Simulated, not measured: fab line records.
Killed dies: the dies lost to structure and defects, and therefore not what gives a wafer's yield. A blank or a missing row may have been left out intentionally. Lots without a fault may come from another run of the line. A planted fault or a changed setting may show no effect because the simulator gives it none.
Which tool did it?    flow gf180mcu    Sampling: 14 lots, 42 wafers, 4 of 602 route steps

WHAT THE GAUGES READ, wafer by wafer
GF_M2_CD_MEAS_14 targets a cd of 280 nm.
lot   measured      on         cd_nm (nm)
L583  day 19 07:26  cd_sem-01  280.6 280.2 280.8
L584  day 19 16:19  cd_sem-02  280.3 280.3 279.0
L586  day 20 10:46  cd_sem-02  281.6 279.9 280.2
L589  day 21 15:05  cd_sem-01  280.7 281.6 281.5
L590  day 22 03:14  cd_sem-02  279.7 280.3 281.6
L591  day 22 09:05  cd_sem-01  279.9 280.5 279.9
L598  day 24 21:11  cd_sem-01  278.8 279.5 280.3
L599  day 25 05:49  cd_sem-02  280.7 281.1 280.4
L600  day 25 13:14  cd_sem-01  280.2 280.7 280.6
L601  day 26 01:01  cd_sem-01  281.6 281.1 282.4
L603  day 26 09:33  cd_sem-01  281.3 282.1 281.6
L604  day 26 15:05  cd_sem-01  278.1 277.1 279.4
L605  day 27 00:17  cd_sem-02  280.5 280.5 279.5
L606  day 27 10:56  cd_sem-01  280.9 280.9 281.3

GF_V2_THK_MEAS_01.
lot   measured      on             V2_CVD_00_THK (nm)
L583  day 19 08:22  film_metro-04  613 594 594
L584  day 19 17:16  film_metro-02  599 594 602
L586  day 20 11:41  film_metro-04  602 594 611
L589  day 21 16:19  film_metro-01  605 598 605
L590  day 22 04:08  film_metro-01  597 607 615
L591  day 22 10:01  film_metro-04  615 615 614
L598  day 24 22:05  film_metro-01  596 609 602
L599  day 25 06:41  film_metro-04  594 607 595
L600  day 25 14:17  film_metro-01  598 618 615
L601  day 26 02:04  film_metro-04  616 599 603
L603  day 26 10:30  film_metro-04  605 619 605
L604  day 26 15:59  film_metro-04  593 601 593
L605  day 27 01:10  film_metro-02  610 599 619
L606  day 27 11:51  film_metro-04  584 587 590

GF_V2_OVL_MEAS_15.
lot   measured      on          V2_OVL (nm)
L583  day 20 09:16  overlay-02  0 -2 0
L584  day 20 18:19  overlay-02  1 4 4
L586  day 21 12:49  overlay-01  -3 4 4
L589  day 22 16:43  overlay-02  2 -1 3
L590  day 23 04:40  overlay-02  -2 1 -3
L591  day 23 10:34  overlay-01  -6 0 0
L598  day 25 19:56  overlay-02  4 -1 1
L599  day 26 03:46  overlay-02  9 5 6
L600  day 26 12:10  overlay-02  2 -2 -3
L601  day 26 23:13  overlay-02  4 5 12
L603  day 27 07:40  overlay-01  -6 5 5
L604  day 27 13:38  overlay-02  -2 0 -6
L605  day 27 22:28  overlay-02  6 9 4
L606  day 28 11:22  overlay-02  2 7 8

TOOL THAT RAN EACH LOT (tool first, then ch and the chambers of the sampled wafers, then the start)
lot   GF_V2_DEVELOP_13
L583  litho_track-02 ch 0, day 20 08:59
L584  litho_track-03 ch 0, day 20 18:04
L586  litho_track-03 ch 0, day 21 12:32
L589  litho_track-03 ch 0, day 22 16:26
L590  litho_track-03 ch 0, day 23 04:23
L591  litho_track-02 ch 0, day 23 10:17
L598  litho_track-04 ch 0, day 25 19:43
L599  litho_track-04 ch 0, day 26 03:31
L600  litho_track-04 ch 0, day 26 11:53
L601  litho_track-02 ch 0, day 26 22:59
L603  litho_track-02 ch 0, day 27 07:25
L604  litho_track-03 ch 0, day 27 13:11
L605  litho_track-02 ch 0, day 27 22:11
L606  litho_track-03 ch 0, day 28 08:05
- GF_V2_DEVELOP_13: develop time 60 s.

AS READ BY THE TOOLS THEMSELVES (means over the sampled wafers that have a number; for cases with no such wafer, the mark the record gives instead)
GF_V2_DEVELOP_13.
lot   tool            developer_temp_C (C)
L583  litho_track-02  21.02
L584  litho_track-03  20.96
L586  litho_track-03  20.98
L589  litho_track-03  20.12
L590  litho_track-03  20.23
L591  litho_track-02  21.11
L598  litho_track-04  20.97
L599  litho_track-04  21.01
L600  litho_track-04  20.84
L601  litho_track-02  20.96
L603  litho_track-02  20.93
L604  litho_track-03  20.79
L605  litho_track-02  21.02
L606  litho_track-03  21.05

THE ANSWER, worked out from the rows above alone
Rule: the usual values come from the lots themselves. The widest of any qualifying gaps counts: lots, ordered by their means at a reading, are off when they make up no more than a third of the lots, leave a main group of 4 or more, and stand apart from it by 3 or more times the standard deviation of that group's means. The tables above print the reading to a certain number of digits; a main group whose means all agree to those digits is not used. A lot without any number at a reading at which 4 lots or more have one is off too. Any other lot the step has rows for is counted as sound. After the gauges, taken in route order, come the tools' own readings; for these a lot's mean is taken, as printed above. At the first step where some lot is off, the reading lying furthest off is the one used; lots without a number count as furthest.
Off, at GF_V2_DEVELOP_13 on developer_temp_C: L589, L590. For the main group the mean is 20.97 C and the standard deviation 0.084.
A tool fits if, at that step or a process step before it, it ran every lot that is off, and no sound lot after the first of them. Not one of the candidates tried fits.

WHAT WAS PUT IN BY THE SIMULATOR
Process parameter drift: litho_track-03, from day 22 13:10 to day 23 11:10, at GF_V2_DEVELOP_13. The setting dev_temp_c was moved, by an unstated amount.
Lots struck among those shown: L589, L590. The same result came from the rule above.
